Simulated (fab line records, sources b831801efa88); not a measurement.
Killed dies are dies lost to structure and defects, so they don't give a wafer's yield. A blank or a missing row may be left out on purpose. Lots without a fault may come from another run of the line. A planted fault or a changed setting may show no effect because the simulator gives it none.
One fault seen from 2 desks | flow sky130 | each desk has only its own numbers; what lay behind them comes last

THE TOOL OWNER'S DESK: pvd_sputter-02
The tool's own readings at SKY_METAL1_SPUTTER_04 (material TiN, target thk 70 nm, time 58.3 s): means of the sampled wafers that have a number, for each lot that ran on this tool. A lot is out of limits, marked OUT, if its mean lies more than 4 standard deviations from the usual mean; the brackets give that distance.
Columns: A = throttle_valve_pct at SKY_METAL1_SPUTTER_04, usual 30.0 %
lot  | first seen here | A
L631 | day 32 18:34    | 30.3
L637 | day 34 16:13    | 29.4
L638 | day 35 07:38    | 28.9
L639 | day 35 17:13    | 30.3
L641 | day 35 23:29    | 29.4
This desk's finding: nothing out of limits on any of the 5 lots.

THE METROLOGY DESK
What the gauges read, lot by lot, whatever tool the lot ran on: means of the sampled wafers that have a number. A lot is out of limits, marked OUT, if its mean lies more than 4 standard deviations from the usual mean; the brackets give that distance.
Columns: A = METAL1_ALCU_RS at SKY_METAL1_RS_MEAS_05, usual 0.1272 ohm/sq; B = METAL1_ALCU_THK at SKY_METAL1_THK_MEAS_06, usual 249 nm
lot  | first seen here | A      | B
L631 | day 32 18:37    | 0.1267 | 248
L634 | day 33 14:13    | 0.1296 | 244
L633 | day 33 17:24    | 0.1275 | 250
L635 | day 34 04:58    | 0.1251 | 252
L637 | day 34 16:16    | 0.1290 | 246
L638 | day 35 07:43    | 0.1279 | 247
L639 | day 35 17:19    | 0.1251 | 249
L641 | day 35 23:32    | 0.1254 | 247
L648 | day 38 23:04    | 0.1251 | 254
L649 | day 39 02:35    | 0.1272 | 251
L651 | day 39 05:26    | 0.1276 | 248
L650 | day 39 08:41    | 0.1264 | 253
This desk's finding: nothing out of limits on any of the 12 lots.

PUT TOGETHER
The tool owner's desk saw nothing out of limits.
The metrology desk saw nothing out of limits.

WHAT THE SIMULATOR HAD PUT IN
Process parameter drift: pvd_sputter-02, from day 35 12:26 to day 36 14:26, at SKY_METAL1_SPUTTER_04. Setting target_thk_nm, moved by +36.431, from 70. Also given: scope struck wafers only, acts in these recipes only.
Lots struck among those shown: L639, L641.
